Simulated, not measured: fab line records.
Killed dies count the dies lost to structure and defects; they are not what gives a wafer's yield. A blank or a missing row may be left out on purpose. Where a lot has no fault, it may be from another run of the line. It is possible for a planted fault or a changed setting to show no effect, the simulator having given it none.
One fault through the eyes of 2 desks | flow sky130 | every desk sees just its own numbers, and what lay behind them comes last

== METROLOGY DESK ==
What the gauges read, lot by lot, whatever tool the lot ran on: means of the sampled wafers that have a number. The brackets show how far a lot's mean lies from the usual mean; more than 4 standard deviations puts the lot out of limits, marked OUT.
Columns: A = CAPM_TIN_THK at SKY_CAPM_THK_MEAS_04, usual 206.9 nm; B = VIA3_OVL at SKY_VIA3_OVL_MEAS_13, usual 0 nm
lot  | first seen here | A     | B
L356 | day 36 03:23    | 205.9 | -3
L357 | day 36 09:12    | 206.2 | -1
L359 | day 37 08:56    | 209.0 | 4
L361 | day 37 17:50    | 204.4 | 9
L363 | day 38 20:23    | 207.1 | -2
L366 | day 39 08:35    | 206.1 | -2
L367 | day 39 19:23    | 206.3 | -4
L368 | day 40 00:03    | 208.9 | -1
L372 | day 41 05:00    | 208.3 | 2
L373 | day 41 06:27    | 209.6 | -1
L376 | day 42 06:49    | 206.7 | 5
Result from this desk: across the 11 lots, nothing is out of limits.

== THE TOOL OWNER'S DESK: rie_diel-04 ==
The tool's own readings at SKY_VIA3_ETCH_15 (etches SiO2 in C4F8/O2/Ar, stops on TiN, target depth 507 nm, time 78 s): means of the sampled wafers that have a number, for each lot that ran on this tool. The brackets show how far a lot's mean lies from the usual mean; more than 4 standard deviations puts the lot out of limits, marked OUT.
Columns: A = oes_product_au at SKY_VIA3_ETCH_15, usual 0.946 a.u.
lot  | first seen here | A
L356 | day 39 09:25    | 0.943
L366 | day 42 12:01    | 0.945
L367 | day 42 21:08    | 0.945
L372 | day 44 06:07    | 0.911 (-7.1) OUT
L373 | day 44 07:22    | 0.919 (-5.5) OUT
This desk's verdict: out of limits on L372, L373, starting with L372 at day 44 06:07 (oes_product_au at SKY_VIA3_ETCH_15). In limits: L356, L366, L367.

== ALL TOGETHER ==
The tool owner's desk could have raised an alarm at day 44 06:07, on L372, L373.
Metrology desk: nothing out of limits seen.
The metrology desk holds a record of L372, L373, inside its limits.
All the named lots went through SKY_VIA3_ETCH_15 on rie_diel-04.

== WHAT HAD BEEN PUT IN BY THE SIMULATOR ==
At SKY_VIA3_ETCH_15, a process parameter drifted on rie_diel-04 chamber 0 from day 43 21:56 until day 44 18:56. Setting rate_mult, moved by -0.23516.
Lots struck among those shown: L372, L373.
Hours from the fault's start to each desk's first reading out of limits: the tool owner's desk, 8.
